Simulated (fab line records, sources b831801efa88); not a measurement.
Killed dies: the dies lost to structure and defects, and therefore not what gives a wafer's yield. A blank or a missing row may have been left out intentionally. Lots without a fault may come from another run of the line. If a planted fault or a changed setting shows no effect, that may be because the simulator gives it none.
Code-filled problem report in 8D (eight disciplines) form :: flow gf180mcu :: the parts of the form that need people (team, actions taken, sign-off) are left out

== 1. PROBLEM STATEMENT ==
runLengthS at GF_M5_METAL_ETCH_10 reads a mean of 136.4 s on 3 wafers of 2 lots; wafers without a fault read 133.0 s with a standard deviation of 0.4. Measured from the usual mean, that is +8.4 standard deviations.
The step: etches the open film in Cl2/BCl3, stops on SiO2, target depth 627.5 nm, time 104.6 s.
Earliest sighting: wafer L591.3 on rieMetal-04 at day 29 13:55. At this step, 39 wafers from 13 lots have a number in the record. Rule for "out" (also "out of limits"): further than 4 standard deviations from the usual mean. Any other wafer with a number is counted as sound.

== 2. WHAT IT IS; WHAT IT IS NOT ==
question: which readings at this step
is: runLengthS
is not: bcl3FlowSccm, drypumpMotorCurrentA, mfcCl2Sccm

question: which lots
is: L591, L592
is not: L581, L582, L583, L584, L585, L588, L589, L590, L599, L602, L604

question: which wafers of those lots
is: L591.3, L592.1, L592.3
is not: L591.2, L591.4, L592.6

question: read on which tools
is: rieMetal-04
is not: rieMetal-01, rieMetal-02

question: when
is: from day 29 13:55
is not: up to then (26 sound wafers); but 10 sound wafers of L592, L599, L602, L604 came after

== 3. SUSPECTS, AND WHAT RULES EACH OUT ==
Counting: if a tool at a process step up to the reading ran every lot that is out, it stays a suspect. Sound lots after the first of them don't rule it out here, since some wafers of a struck lot are sound.
- rieMetal-04 at GF_M5_METAL_ETCH_10 (etches the open film in Cl2/BCl3, stops on SiO2, target depth 627.5 nm, time 104.6 s): kept. It processed each lot that is out (first: L591, day 29 13:55); up to then, its last sound lot is L590 (day 28 22:07). On those wafers its own readings are out: runLengthS.
- At GF_M5_METAL_ETCH_10 on rieMetal-04, chamber 0 took the sound wafers of the same lots and chamber 1 took the wafers that are out.
Left after counting: rieMetal-04 at GF_M5_METAL_ETCH_10.

== 4. THE CAUSE (what the simulator had put in) ==
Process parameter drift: rieMetal-04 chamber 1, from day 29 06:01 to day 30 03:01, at GF_M5_METAL_ETCH_10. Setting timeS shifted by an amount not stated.
Counting left only this tool.

== 5. SEQUENCE OF EFFECTS, ordered by route ==
Each row: a reading whose mean over the struck wafers that have a number lies more than 3 standard deviations from the usual. Only readings for which the record gives a usual standard deviation are gone through. hours: the time from each lot's start at the first step in this table that gives one to its start at this step, as a median over the lots. sigmas: the change in usual standard deviations.
hours: 0
step: GF_M5_METAL_ETCH_10
reading: runLengthS
usual: 133.0 s
on struck wafers: 136.4
change: +3.4
sigmas: +8.4
Its process steps:
- GF_M5_METAL_ETCH_10: etches the open film in Cl2/BCl3, stops on SiO2, target depth 627.5 nm, time 104.6 s.
Later steps that measure or inspect, where all struck wafers having a row at the step show a number for every such reading and not one has moved that far: GF_V5_THK_MEAS_01.

== 6. HOW IT WOULD HAVE BEEN CAUGHT EARLIER ==
In this record the first reading out of limits was taken at day 29 13:55, 8 hours after the fault began at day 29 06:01.
